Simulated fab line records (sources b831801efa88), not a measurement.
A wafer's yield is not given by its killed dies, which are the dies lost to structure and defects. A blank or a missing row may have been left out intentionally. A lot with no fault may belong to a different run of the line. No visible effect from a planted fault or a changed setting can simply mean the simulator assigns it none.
Matching of chambers / flow sky130 / 4 sister chambers for SKY_PAD_OPEN_ETCH_07 on rie_diel-01
The step etches the open film in CF4/O2, stops on AlCu, target depth 725 nm, time 161.1 s. 18 wafers are shown with their chamber, then 9 later ones without.

WAFERS, EACH WITH ITS CHAMBER
wafer=L076.4; chamber=1; drypump_motor_current_A (A)=5.2; cf4_flow_sccm (sccm)=80.07; throttle_valve_pct (%)=5.961
wafer=L076.5; chamber=2; drypump_motor_current_A (A)=5.4; cf4_flow_sccm (sccm)=79.92; throttle_valve_pct (%)=5.959
wafer=L076.6; chamber=1; drypump_motor_current_A (A)=5.2; cf4_flow_sccm (sccm)=80.17; throttle_valve_pct (%)=5.955
wafer=L077.4; chamber=0; drypump_motor_current_A (A)=6.2; cf4_flow_sccm (sccm)=79.73; throttle_valve_pct (%)=5.955
wafer=L077.5; chamber=3; drypump_motor_current_A (A)=6.3; cf4_flow_sccm (sccm)=80.19; throttle_valve_pct (%)=5.958
wafer=L077.6; chamber=2; drypump_motor_current_A (A)=5.4; cf4_flow_sccm (sccm)=80.10; throttle_valve_pct (%)=5.970
wafer=L080.3; chamber=2; drypump_motor_current_A (A)=5.4; cf4_flow_sccm (sccm)=80.28; throttle_valve_pct (%)=5.959
wafer=L080.4; chamber=1; drypump_motor_current_A (A)=5.2; cf4_flow_sccm (sccm)=80.22; throttle_valve_pct (%)=5.958
wafer=L080.5; chamber=2; drypump_motor_current_A (A)=5.4; cf4_flow_sccm (sccm)=80.24; throttle_valve_pct (%)=5.956
wafer=L081.1; chamber=0; drypump_motor_current_A (A)=6.2; cf4_flow_sccm (sccm)=80.02; throttle_valve_pct (%)=5.951
wafer=L081.5; chamber=0; drypump_motor_current_A (A)=6.3; cf4_flow_sccm (sccm)=79.80; throttle_valve_pct (%)=5.974
wafer=L081.6; chamber=3; drypump_motor_current_A (A)=6.2; cf4_flow_sccm (sccm)=80.09; throttle_valve_pct (%)=5.945
wafer=L083.2; chamber=2; drypump_motor_current_A (A)=5.4; cf4_flow_sccm (sccm)=80.22; throttle_valve_pct (%)=5.955
wafer=L083.4; chamber=1; drypump_motor_current_A (A)=5.2; cf4_flow_sccm (sccm)=80.41; throttle_valve_pct (%)=5.946
wafer=L083.6; chamber=0; drypump_motor_current_A (A)=6.2; cf4_flow_sccm (sccm)=79.68; throttle_valve_pct (%)=5.973
wafer=L084.1; chamber=3; drypump_motor_current_A (A)=6.3; cf4_flow_sccm (sccm)=80.10; throttle_valve_pct (%)=5.977
wafer=L084.4; chamber=3; drypump_motor_current_A (A)=6.3; cf4_flow_sccm (sccm)=79.84; throttle_valve_pct (%)=5.960
wafer=L084.6; chamber=1; drypump_motor_current_A (A)=5.2; cf4_flow_sccm (sccm)=80.37; throttle_valve_pct (%)=5.961

SIGNATURES, as means of the wafers listed above
reading=drypump_motor_current_A; chamber 0=6.225; chamber 1=5.200; chamber 2=5.400; chamber 3=6.275; scatter within a chamber=0.0327
reading=cf4_flow_sccm; chamber 0=79.8075; chamber 1=80.2480; chamber 2=80.1520; chamber 3=80.0550; scatter within a chamber=0.146
reading=throttle_valve_pct; chamber 0=5.96325; chamber 1=5.95620; chamber 2=5.95980; chamber 3=5.96000; scatter within a chamber=0.00943
Rule: distance of a wafer from a chamber = root of the sum over the readings of ((wafer's reading minus chamber's mean) / reading's scatter) squared. If the next closest chamber is less than 2 further off than the closest, the wafer can't be placed; otherwise it belongs to the closest. The scatter: the root of (the sum of the squares of (reading less its chamber's mean) over the shown wafers, divided by (wafers less chambers)).

WAFERS WITH NO CHAMBER GIVEN
wafer=L093.2; drypump_motor_current_A (A)=5.4; cf4_flow_sccm (sccm)=79.95; throttle_valve_pct (%)=5.976
wafer=L093.4; drypump_motor_current_A (A)=6.2; cf4_flow_sccm (sccm)=79.85; throttle_valve_pct (%)=5.955
wafer=L093.6; drypump_motor_current_A (A)=5.4; cf4_flow_sccm (sccm)=80.33; throttle_valve_pct (%)=5.967
wafer=L094.1; drypump_motor_current_A (A)=5.2; cf4_flow_sccm (sccm)=80.22; throttle_valve_pct (%)=5.957
wafer=L094.3; drypump_motor_current_A (A)=5.4; cf4_flow_sccm (sccm)=80.30; throttle_valve_pct (%)=5.972
wafer=L094.5; drypump_motor_current_A (A)=6.2; cf4_flow_sccm (sccm)=79.91; throttle_valve_pct (%)=5.966
wafer=L095.1; drypump_motor_current_A (A)=5.4; cf4_flow_sccm (sccm)=80.03; throttle_valve_pct (%)=5.966
wafer=L095.3; drypump_motor_current_A (A)=6.3; cf4_flow_sccm (sccm)=80.53; throttle_valve_pct (%)=5.961
wafer=L095.6; drypump_motor_current_A (A)=5.4; cf4_flow_sccm (sccm)=80.29; throttle_valve_pct (%)=5.955

THE CHAMBER EACH PASSED THROUGH
wafer=L093.2; from the rows above=2; in truth=2
wafer=L093.4; from the rows above=can't be placed: 0 or 3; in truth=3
wafer=L093.6; from the rows above=2; in truth=2
wafer=L094.1; from the rows above=1; in truth=1
wafer=L094.3; from the rows above=2; in truth=2
wafer=L094.5; from the rows above=can't be placed: 0 or 3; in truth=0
wafer=L095.1; from the rows above=2; in truth=2
wafer=L095.3; from the rows above=3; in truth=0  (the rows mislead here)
wafer=L095.6; from the rows above=2; in truth=2
6 of 9 placed correctly. Unplaceable from these rows: 2, with the true chamber sitting among the candidates in 2. Placed wrongly: 1.
